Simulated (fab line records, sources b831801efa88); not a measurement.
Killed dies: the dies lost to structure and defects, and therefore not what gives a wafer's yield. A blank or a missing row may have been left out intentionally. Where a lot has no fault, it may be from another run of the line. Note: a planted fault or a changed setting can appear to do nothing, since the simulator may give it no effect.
What tool caused it? -- flow sky130 -- 12 lots with 35 wafers sampled at 5 steps, on a route of 708 steps

## WHAT THE GAUGES READ, wafer by wafer
SKY_VT_ADJUST_LVTN_OVL_MEAS_18. Usual: VT_ADJUST_LVTN_01_OVL gives -1.2 nm (standard deviation 1.3).
lot,measured,on,VT_ADJUST_LVTN_01_OVL (nm),flag
L373,day 8 11:24,overlay-02,-1.2 0.0 -0.5,
L375,day 8 13:20,overlay-02,-3.8 -1.3 -2.1,
L374,day 8 13:29,overlay-01,-0.6 -0.7 -2.1,
L376,day 8 14:50,overlay-01,-1.3 -0.8 -3.1,
L377,day 9 01:00,overlay-01,-2.6 -1.4 -1.9,
L385,day 11 03:46,overlay-01,225.9 229.5 227.8,OFF
L386,day 11 12:51,overlay-01,226.1 226.5 225.5,OFF
L387,day 11 20:43,overlay-02,226.2 225.3 224.3,OFF
L388,day 12 03:22,overlay-02,-0.6 -1.4 -2.5,
L389,day 12 07:02,overlay-01,0.6 -0.7 -0.9,
L391,day 12 19:08,overlay-02,-2.6 -2.5,
L393,day 13 08:03,overlay-02,-0.7 0.8 -1.6,

SKY_RES_PROTECT_TW_MEAS_08. Usual: POLY_GATE_TW gives 4023 (standard deviation 38).
lot,measured,on,POLY_GATE_TW,flag
L373,day 16 03:10,film-metro-01,4096 4069 4086,
L375,day 15 21:38,film-metro-01,4079 4079 4093,
L374,day 16 00:13,film-metro-01,4107 4074 4090,
L376,day 16 03:28,film-metro-04,3994 4018 3996,
L377,day 16 13:00,film-metro-04,4048 4043 4061,
L385,day 19 13:34,film-metro-02,4035 4014 4017,
L386,day 20 03:10,film-metro-04,3982 3963 3975,
L387,day 20 10:03,film-metro-04,3954 3962 3953,
L388,day 20 17:29,film-metro-04,3995 3977 3994,
L389,day 20 21:46,film-metro-04,3979 3987 3958,
L391,day 23 01:01,film-metro-02,4013 4034,
L393,day 23 01:02,film-metro-04,3965 3959 3957,

SKY_CONTACT_OVL_MEAS_15. Usual: CONTACT_OVL gives 0 nm (standard deviation 5.5).
lot,measured,on,CONTACT_OVL (nm),flag
L373,day 32 14:17,overlay-01,0 -12 7,
L375,day 32 13:05,overlay-02,5 5 4,
L374,day 32 13:20,overlay-02,0 -5 -1,
L376,day 32 15:22,overlay-02,13 11 4,
L377,day 32 22:55,overlay-02,-12 -1 -8,
L385,day 35 15:54,overlay-01,-2 0 -7,
L386,day 36 01:12,overlay-02,-4 -12 -7,
L387,day 36 08:32,overlay-02,-2 -4 -4,
L388,day 36 12:58,overlay-02,5 3 -6,
L389,day 36 14:18,overlay-02,-1 7 3,
L391,day 38 14:43,overlay-02,2 8,
L393,day 38 11:47,overlay-01,-1 -3 -5,

## WHAT TOOL EACH LOT RAN ON (gives the tool, then ch and the chambers of the sampled wafers, and finally the start)
lot,SKY_VT_ADJUST_LVTN_EXPOSE_15,SKY_LOCAL_INTERCONNECT_METAL_ETCH_14
L373,"iline-stepper-02 ch 0, day 8 01:44","rie-metal-01 ch 0,1, day 31 11:13"
L375,"iline-stepper-02 ch 0, day 8 03:40","rie-metal-04 ch 0,1, day 31 09:10"
L374,"iline-stepper-02 ch 0, day 8 03:44","rie-metal-02 ch 0,1, day 31 09:40"
L376,"iline-stepper-02 ch 0, day 8 04:59","rie-metal-04 ch 0,1, day 31 12:08"
L377,"iline-stepper-01 ch 0, day 8 14:30","rie-metal-04 ch 0,1, day 31 18:34"
L385,"iline-stepper-02 ch 0, day 10 16:13","rie-metal-02 ch 0,1, day 34 12:57"
L386,"iline-stepper-02 ch 0, day 11 01:51","rie-metal-04 ch 0,1, day 34 21:46"
L387,"iline-stepper-02 ch 0, day 11 08:56","rie-metal-04 ch 0, day 35 05:30"
L388,"iline-stepper-01 ch 0, day 11 15:00","rie-metal-02 ch 0,1, day 35 09:38"
L389,"iline-stepper-01 ch 0, day 11 19:18","rie-metal-01 ch 0,1, day 35 10:48"
L391,"iline-stepper-01 ch 0, day 12 07:46","rie-metal-01 ch 0,1, day 37 12:38"
L393,"iline-stepper-01 ch 0, day 12 19:26","rie-metal-01 ch 0,1, day 37 09:41"
- SKY_VT_ADJUST_LVTN_EXPOSE_15: exposes mask HVN STD DERIVED, target cd 600 nm.
- SKY_LOCAL_INTERCONNECT_METAL_ETCH_14: etches TiN in Cl2/BCl3, stops on PSG, target depth 110 nm, time 31.4 s.

## WHAT THE TOOLS THEMSELVES READ (means of the sampled wafers that have a number; where no wafer has one, the mark that the record gives instead)
SKY_VT_ADJUST_LVTN_EXPOSE_15. Usual: reticle-temp-C at 22.97 C, with a standard deviation of 0.11.
lot,tool,reticle-temp-C (C),flag
L373,iline-stepper-02,22.99,
L375,iline-stepper-02,23.12,
L374,iline-stepper-02,22.86,
L376,iline-stepper-02,23.05,
L377,iline-stepper-01,22.98,
L385,iline-stepper-02,23.12,
L386,iline-stepper-02,22.92,
L387,iline-stepper-02,22.94,
L388,iline-stepper-01,22.97,
L389,iline-stepper-01,22.86,
L391,iline-stepper-01,23.08,
L393,iline-stepper-01,22.94,

SKY_LOCAL_INTERCONNECT_METAL_ETCH_14. Usual: drypump-motor-current-A 5.9 A, standard deviation 0.51; oes-product-au 0.940 a.u., standard deviation 0.0091; rf-fwd-power-W 889 W, standard deviation 3.5; throttle-valve-pct 21.902 %, standard deviation 0.01.
lot,tool,drypump-motor-current-A (A),oes-product-au (a.u.),rf-fwd-power-W (W),throttle-valve-pct (%),flag
L373,rie-metal-01,6.1,0.927,892,21.905,
L375,rie-metal-04,6.0,0.945,888,21.899,
L374,rie-metal-02,5.8,0.933,887,21.909,
L376,rie-metal-04,6.0,0.950,887,21.896,
L377,rie-metal-04,5.9,0.939,887,21.898,
L385,rie-metal-02,5.8,0.940,886,21.905,
L386,rie-metal-04,5.9,0.942,890,21.906,
L387,rie-metal-04,6.0,0.929,888,21.907,
L388,rie-metal-02,5.8,0.949,889,21.897,
L389,rie-metal-01,6.2,0.946,892,21.904,
L391,rie-metal-01,6.1,0.931,892,21.903,
L393,rie-metal-01,6.0,0.941,892,21.908,

## THE ANSWER, worked out from the rows above alone
Rule: take the mean of a lot's wafers that have a number; if it is more than 3 standard deviations from the usual mean, the lot is off. A lot without any number at a reading at which 4 lots or more have one is off too. All remaining lots with rows at the step are treated as sound. The gauges are gone through in route order, then the tools' own readings, and for those a lot's mean is taken as printed above. The first step at which some lot is off is used, and at that step the reading that is off furthest; a lot without a number counts as furthest.
Off: L385, L386, L387, seen at SKY_VT_ADJUST_LVTN_OVL_MEAS_18 (VT_ADJUST_LVTN_01_OVL).
If a tool, at a process step before that reading, ran all the lots that are off and no sound lot after the first of them, it fits. Those tools and the gauges at SKY_VT_ADJUST_LVTN_OVL_MEAS_18 are tried in the same way. One fits: iline-stepper-02 at SKY_VT_ADJUST_LVTN_EXPOSE_15. Its last sound lot is L376 (day 8 04:59), its first lot that is off L385 (day 10 16:13): a fault that began between those two fits.

## WHAT HAD BEEN PUT IN BY THE SIMULATOR
Scanner matching overlay: iline-stepper-02, from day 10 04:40 on, at SKY_VT_ADJUST_LVTN_EXPOSE_15. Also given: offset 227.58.
Struck lots among those shown: L385, L386, L387. The rule given above showed the same thing.
